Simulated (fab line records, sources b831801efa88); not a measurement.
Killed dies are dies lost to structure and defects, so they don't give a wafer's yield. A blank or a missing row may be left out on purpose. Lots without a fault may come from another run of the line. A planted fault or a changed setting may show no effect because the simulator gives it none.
One fault seen from 2 desks | flow gf180mcu | each desk has only its own numbers; what lay behind them comes last

THE METROLOGY DESK
What the gauges read, lot by lot, whatever tool the lot ran on: means of the sampled wafers that have a number. A lot is out of limits, marked OUT, if its mean lies more than 4 standard deviations from the usual mean; the brackets give that distance.
Columns: A = V2_CVD_02_THK at GF_V2_THK_MEAS_03, usual 853 nm; B = cd_nm at GF_V2_CD_MEAS_14, usual 260.0 nm
lot  | first seen here | A   | B
L284 | day 19 10:49    | 853 | 261.7
L285 | day 19 13:52    | 855 | 259.9
L286 | day 20 00:22    | 856 | 259.8
L287 | day 20 08:11    | 859 | 260.0
L288 | day 20 16:17    | 845 | 258.2
L289 | day 21 02:38    | 842 | 260.3
L291 | day 22 02:02    | 840 | 260.2
L292 | day 22 09:16    | 846 | 260.0
L294 | day 23 03:28    | 856 | 261.6
L298 | day 25 01:29    | 861 | 259.6
L301 | day 25 13:35    | 858 | 260.0
L302 | day 25 16:11    | 863 | 259.3
L303 | day 25 22:50    | 848 | 259.2
L307 | day 27 14:34    | 843 | 258.1
This desk's finding: nothing out of limits on any of the 14 lots.

THE TOOL OWNER'S DESK: rie_metal-04
The tool's own readings at GF_M3_METAL_ETCH_16 (etches the open film in Cl2/BCl3, stops on SiO2, target depth 750.8 nm, time 121.9 s): means of the sampled wafers that have a number, for each lot that ran on this tool. A lot is out of limits, marked OUT, if its mean lies more than 4 standard deviations from the usual mean; the brackets give that distance.
Columns: A = drypump_motor_current_A at GF_M3_METAL_ETCH_16, usual 5.9 A; B = oes_product_au at GF_M3_METAL_ETCH_16, usual 1.000 a.u.; C = throttle_valve_pct at GF_M3_METAL_ETCH_16, usual 28.219 %
lot  | first seen here | A   | B               | C
L284 | day 21 14:00    | 6.0 | 0.992           | 28.236
L286 | day 22 03:30    | 6.0 | 0.998           | 28.221
L287 | day 22 10:36    | 6.2 | 0.994           | 28.227
L288 | day 22 18:10    | 5.7 | 0.998           | 28.227
L291 | day 24 01:45    | 6.0 | 0.999           | 28.220
L292 | day 24 09:42    | 5.7 | 1.000           | 28.223
L298 | day 26 22:24    | 6.2 | 0.730 (-43) OUT | 28.512 (+30) OUT
L302 | day 27 11:39    | 6.0 | 0.731 (-43) OUT | 28.511 (+29) OUT
This desk's finding: out of limits on L298, L302; first on L298, day 26 22:24 (oes_product_au at GF_M3_METAL_ETCH_16). In limits: L284, L286, L287, L288, L291, L292.

PUT TOGETHER
The tool owner's desk could have raised an alarm at day 26 22:24, on L298, L302.
The metrology desk saw nothing out of limits.
The metrology desk has L298, L302 on record, within its limits.
Of the lots named, all ran GF_M3_METAL_ETCH_16 on rie_metal-04.

WHAT THE SIMULATOR HAD PUT IN
Process parameter drift: rie_metal-04, from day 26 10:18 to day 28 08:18, at GF_M3_METAL_ETCH_16. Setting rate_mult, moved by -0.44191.
Lots struck among those shown: L298, L302.
Hours from the fault's start to each desk's first reading out of limits: the tool owner's desk, 12.
